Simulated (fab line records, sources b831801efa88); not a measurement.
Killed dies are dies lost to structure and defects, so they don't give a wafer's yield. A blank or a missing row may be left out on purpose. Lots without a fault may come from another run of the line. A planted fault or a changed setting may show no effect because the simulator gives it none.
fab line records | flow gf180mcu
record lots=7 wafers=21 last_day=33
route steps=602 shown NWELL@137 LVPWELL@138 MVPSD@139 VT_IMPLANT@140 DUAL_GATE@141
lots that met no fault: from a run of the same line without faults
start_h: hours from the record's first day to the start of the lot's first wafer shown | wait_h: hours since the lot's step before | " the same as in the row above | L1.1+2: a row that stands for several wafers | - no value, or no start given | * or withheld: withheld | < > ~ a bound
route shown NAME@n: a module of which the file shows steps, and the number in the route of the first | usual: mean/standard deviation of fault-free wafers | same: alike in all rows | chamber/n: place in a boat | sites: the reading at each site | _std_site: their standard deviation | _edge_site: outer sites' mean less inner sites' | radius_mm: how far each site lies from the wafer's centre | mask NAME#n: copy n | behind: the tool/chamber that last shaped the wafer | hold: why the lot was held/for how many hours/how that ended | device: the transistor (n, p or np) that didn't switch | end of line: the same wafers' tests at the end of the route | a step without rows: its recipe alone | killed: dies lost to structure and defects at the first sort, not the wafer's yield | map: a wafer's dies, x killed, . not, _ none there
set.NAME: the setting as run; set.NAME@STEP: as run at that earlier step | model.NAME: the simulator's own value behind a step, which no gauge read
lots at some steps of the route; a table a step, a row a wafer
services: from which hour (start_h, from the record's first day; less than 0 if before it) a tool's chamber was out of use, for how many hours, and why
## steps
# step GF_VT_IMPLANT_RS_MEAS_47
# recipe thk_meas_gauge=four-point-probe
# usual NWELL_RS=487.7/1.2
# columns lot.wafer tool chamber start_h wait_h NWELL_RS[ohm/sq]
L661.1 film_metro-01 - 156.49 0.1 487.1
L661.2 " - " " 486.5
L661.6 " - " " 486.9
L668.1 film_metro-01 - 200.35 0.1 484.5
L668.2 " - " " 484.6
L668.5 " - " " 484.5
L669.1 film_metro-02 - 208.74 0.1 487.5
L669.2 " - " " 486.9
L669.5 " - " " 486.2
L670.2 film_metro-04 - 215.57 0.1 486.7
L670.4 " - " " 486.9
L670.5 " - " " 487.6
L675.1 film_metro-04 - 252.32 0.1 486.7
L675.2 " - " " 489.6
L675.3 " - " " 488.4
L676.3 film_metro-01 - 254.49 0.1 488.4
L676.4 " - " " 488.6
L676.6 " - " " 487.8
L682.1 film_metro-04 - 296.35 0.1 485.6
L682.2 " - " " 485.7
L682.3 " - " " 486.3
# step GF_VT_IMPLANT_RS_MEAS_48
# recipe thk_meas_gauge=four-point-probe
# usual LVPWELL_RS=1196/3.3
# columns lot.wafer tool chamber start_h wait_h LVPWELL_RS[ohm/sq]
L661.1 film_metro-01 - 156.61 0.1 1187
L661.2 " - " " 1189
L661.6 " - " " 1190
L668.1 film_metro-01 - 200.47 0.1 1194
L668.2 " - " " 1193
L668.5 " - " " 1190
L669.1 film_metro-02 - 208.86 0.1 1196
L669.2 " - " " 1196
L669.5 " - " " 1194
L670.2 film_metro-04 - 215.69 0.1 1197
L670.4 " - " " 1195
L670.5 " - " " 1198
L675.1 film_metro-04 - 252.44 0.1 1193
L675.2 " - " " 1196
L675.3 " - " " 1195
L676.3 film_metro-01 - 254.61 0.1 1194
L676.4 " - " " 1192
L676.6 " - " " 1193
L682.1 film_metro-04 - 296.47 0.1 1197
L682.2 " - " " 1192
L682.3 " - " " 1194
# step GF_VT_IMPLANT_RS_MEAS_49
# recipe thk_meas_gauge=four-point-probe
# usual MVPSD_RS=1168.2/2.8
# columns lot.wafer tool chamber start_h wait_h MVPSD_RS[ohm/sq]
L661.1 film_metro-01 - 156.73 0.1 1167.2
L661.2 " - " " 1167.4
L661.6 " - " " 1167.9
L668.1 film_metro-01 - 200.59 0.1 1169.4
L668.2 " - " " 1164.7
L668.5 " - " " 1170.9
L669.1 film_metro-02 - 208.98 0.1 1168.3
L669.2 " - " " 1169.0
L669.5 " - " " 1168.6
L670.2 film_metro-04 - 215.81 0.1 1165.7
L670.4 " - " " 1165.6
L670.5 " - " " 1163.4
L675.1 film_metro-04 - 252.56 0.1 1167.2
L675.2 " - " " 1168.4
L675.3 " - " " 1169.8
L676.3 film_metro-01 - 254.73 0.1 1167.3
L676.4 " - " " 1167.4
L676.6 " - " " 1168.0
L682.1 film_metro-04 - 296.59 0.1 1168.2
L682.2 " - " " 1171.9
L682.3 " - " " 1170.5
# step GF_VT_IMPLANT_WET_ETCH_50
# recipe chemistry=dHF target_depth_nm=20 target=SiO2 temp_c=25 dilution=100:1 time_s=400
# step GF_DUAL_GATE_CLEAN_00
# recipe chemistry=SC1/SC2 mix=1:4:20 temp_c=70 time_s=150
# step GF_DUAL_GATE_CLEAN_01
# recipe chemistry=dHF time_s=20 dilution=100:1 dry=ipa_marangoni
# step GF_DUAL_GATE_OXIDATION_02
# recipe temp_c=900 ambient=O2 stabilise_s=600 purge_s=300 target_thk_a=108.87 ox_time_s=1602
# step GF_DUAL_GATE_THK_MEAS_03
# recipe reads=SiO2_of_DUAL_GATE_OXIDATION_02
# usual DUAL_GATE_OXIDATION_00_THK=10.96/0.23
# columns lot.wafer tool chamber start_h wait_h DUAL_GATE_OXIDATION_00_THK[nm]
L661.1 film_metro-03 - 159.01 0.0 10.73
L661.2 " - " " 10.82
L661.6 " - " " 10.71
L668.1 film_metro-04 - 204.22 0.0 10.87
L668.2 " - " " 10.96
L668.5 " - " " 10.66
L669.1 film_metro-01 - 213.02 0.0 10.79
L669.2 " - " " 10.55
L669.5 " - " " 10.60
L670.2 film_metro-04 - 219.36 0.0 10.84
L670.4 " - " " 10.90
L670.5 " - " " 10.68
L675.1 film_metro-04 - 255.24 0.0 11.39
L675.2 " - " " 11.34
L675.3 " - " " 11.55
L676.3 film_metro-01 - 256.97 0.0 10.79
L676.4 " - " " 10.86
L676.6 " - " " 10.97
L682.1 film_metro-03 - 298.62 0.0 11.10
L682.2 " - " " 10.92
L682.3 " - " " 11.05
# step GF_DUAL_GATE_DEHYDRATE_04
# recipe temp_c=200 time_s=60
# step GF_DUAL_GATE_HMDS_05
# recipe prime_time_s=60 prime_temp_c=120
# step GF_DUAL_GATE_COAT_06
# recipe resist=NOVOLAK spin_rpm=3000 resist_thk_nm=1000
# step GF_DUAL_GATE_SOFTBAKE_07
# recipe temp_c=90 time_s=60 resist=NOVOLAK
# step GF_DUAL_GATE_EXPOSE_08
# recipe mask_id=Dualgate target_cd_nm=700 na=0.6 source_shape=conventional sigma_outer=0.6 dose_mj=140
# usual exposure_dose_mJ_cm2=140.01/0.15 focus_offset_nm=0.0/0.51 sigma_outer=0.6/0
# columns lot.wafer tool chamber start_h wait_h mask exposure_dose_mJ_cm2 focus_offset_nm sigma_outer
L661.1 iline_stepper-01 0 167.20 - Dualgate#0 139.95 -0.5 0.6
L661.2 " 0 " " Dualgate#0 140.06 -0.2 0.6
L661.6 " 0 " " Dualgate#0 140.01 0.4 0.6
L668.1 iline_stepper-02 - 213.01 - Dualgate#0 - - -
L668.2 " - " " Dualgate#0 - - -
L668.5 " - " " Dualgate#0 - - -
L669.1 iline_stepper-02 - 221.64 - Dualgate#0 - - -
L669.2 " - " " Dualgate#0 - - -
L669.5 " - " " Dualgate#0 - - -
L670.2 iline_stepper-01 - 228.90 - Dualgate#0 - - -
L670.4 " - " " Dualgate#0 - - -
L670.5 " - " " Dualgate#0 - - -
L675.1 iline_stepper-02 0 264.16 - Dualgate#0 139.99 0.5 0.6
L675.2 " 0 " " Dualgate#0 139.83 0.4 0.6
L675.3 " 0 " " Dualgate#0 139.89 0.5 0.6
L676.3 iline_stepper-02 0 266.57 - Dualgate#0 139.75 1.0 0.6
L676.4 " 0 " " Dualgate#0 140.07 0.4 0.6
L676.6 " 0 " " Dualgate#0 139.90 0.1 0.6
L682.1 iline_stepper-01 0 308.85 - Dualgate#0 139.85 0.3 0.6
L682.2 " 0 " " Dualgate#0 139.85 0.0 0.6
L682.3 " 0 " " Dualgate#0 140.02 0.6 0.6
# step GF_DUAL_GATE_PEB_09
# recipe temp_c=withheld time_s=* resist=NOVOLAK
## services
# columns tool chamber start_h hours kind
iline_stepper-02 - 143.73 - consumable_replace:lamp
iline_stepper-02 0 191.53 - calibration
iline_stepper-02 - 232.75 1.7 pm
iline_stepper-01 0 255.06 - calibration
iline_stepper-01 - 266.55 1.7 pm
## key
first_sign step=GF_DUAL_GATE_EXPOSE_08 reading=tool_record direction=missing
effect none on later readings
met_at GF_DUAL_GATE_EXPOSE_08
struck_wafers L668.1,L668.2,L668.5,L669.1,L669.2,L669.5,L670.2,L670.4,L670.5
later_rows_left_out L668.1,L668.2,L668.5,L669.1,L669.2,L669.5,L670.2,L670.4,L670.5
sort_left_out L668.1,L668.2,L668.5,L669.1,L669.2,L669.5,L670.2,L670.4,L670.5
tester_left_out L668,L669,L670
onset_between 167.20 213.01
fault kind=skipped_step_whole tool=iline_stepper-01,iline_stepper-02 chamber=- onset_h=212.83 steps=GF_DUAL_GATE_EXPOSE_08 scope=struck_lots_only
# tester_left_out: of these lots the tester's yield and bins aren't shown, on N5 and GAA mostly nor the transistor test; their killed dies are dies lost to structure and defects alone, not to doping, threshold or leakage, so they don't give the yield
# sort_left_out: the simulated sort isn't trusted on such a fault, so these wafers' sort isn't shown, and their yield isn't known
# later_rows_left_out: the simulator's readings of these wafers behind a module that went badly wrong aren't trusted and aren't shown, but for the sort
